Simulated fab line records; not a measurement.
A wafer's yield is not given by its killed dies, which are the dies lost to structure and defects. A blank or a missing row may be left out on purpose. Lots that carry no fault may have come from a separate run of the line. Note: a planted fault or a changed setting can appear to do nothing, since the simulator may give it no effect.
8D (eight disciplines) problem report, filled in by code + flow sky130 + the parts of the form that need people (team, actions taken, sign-off) are left out

== 1. WHAT WENT WRONG ==
Mean of cathode-dc-power-W at SKY_METAL5_SPUTTER_04: 6166.3 W across 9 wafers in 3 lots; on wafers with no fault it is 6500.0 W (standard deviation 1.1). So: -99 or more standard deviations from the usual mean.
The step: material TiN, target thk 70 nm, time 58.3 s.
Earliest sighting: wafer L227.4 on pvd-sputter-02 at day 46 11:13. Wafers with a number at this step in the record: 36, from 12 lots. The rule behind "out" and "out of limits": a value lying over 4 standard deviations away from the usual mean. Any other wafer with a number is counted as sound.

== 2. WHAT IT IS, WHAT IT ISN'T ==
| question                    | is                     | is not                                                                          |
|-----------------------------|------------------------|---------------------------------------------------------------------------------|
| which readings at this step | cathode-dc-power-W     | throttle-valve-pct                                                              |
| which lots                  | L226, L227, L229       | L216, L217, L218, L222, L223, L224, L228, L232, L236                            |
| which wafers of those lots  | all that have a number | -                                                                               |
| read on which tools         | pvd-sputter-02         | pvd-sputter-01                                                                  |
| when                        | from day 46 11:13      | up to then (18 sound wafers); but 9 sound wafers of L228, L232, L236 came after |

== 3. SUSPECTS, AND WHAT RULES EACH OUT ==
Counting: a tool at a process step up to the reading stays a suspect if it ran every lot that is out and no sound lot after the first of them.
- pvd-sputter-02 at SKY_METAL5_SPUTTER_04 (material TiN, target thk 70 nm, time 58.3 s): kept. Every lot that is out went through it, starting with L227 (day 46 11:13), and after that it ran no sound lot; the last sound lot it ran before then is L224 (day 46 01:37). On those wafers its own readings are out: cathode-dc-power-W.
The count leaves pvd-sputter-02 at SKY_METAL5_SPUTTER_04.

== 4. THE CAUSE (what the simulator had put in) ==
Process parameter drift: pvd-sputter-02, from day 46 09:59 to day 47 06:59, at SKY_METAL5_SPUTTER_04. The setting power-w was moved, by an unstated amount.
This tool alone remained once counting was done.

== 5. THE EFFECT CHAIN, in route order ==
Each row: a reading where the mean over the struck wafers with a number is more than 3 standard deviations away from the usual. Readings are gone through only where the record gives a usual standard deviation; hours: the median, over the lots, of the time from a lot's start at the first step in this table giving one to that lot's start at this step; sigmas: the change measured in usual standard deviations.
| hours | step                  | reading            | usual    | on struck wafers | change | sigmas      |
|-------|-----------------------|--------------------|----------|------------------|--------|-------------|
| 0     | SKY_METAL5_SPUTTER_04 | cathode-dc-power-W | 6500.0 W | 6166.3           | -333.7 | -99 or more |
Here are the process steps it includes:
- SKY_METAL5_SPUTTER_04: material TiN, target thk 70 nm, time 58.3 s.
Later steps that measure or inspect, where all struck wafers having a row at the step show a number for every such reading and not one has moved that far: SKY_METAL5_THK_MEAS_06.

== 6. WHAT WOULD HAVE CAUGHT IT SOONER ==
In this record the first reading out of limits was taken at day 46 11:13, 1 hour after the fault began at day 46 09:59.
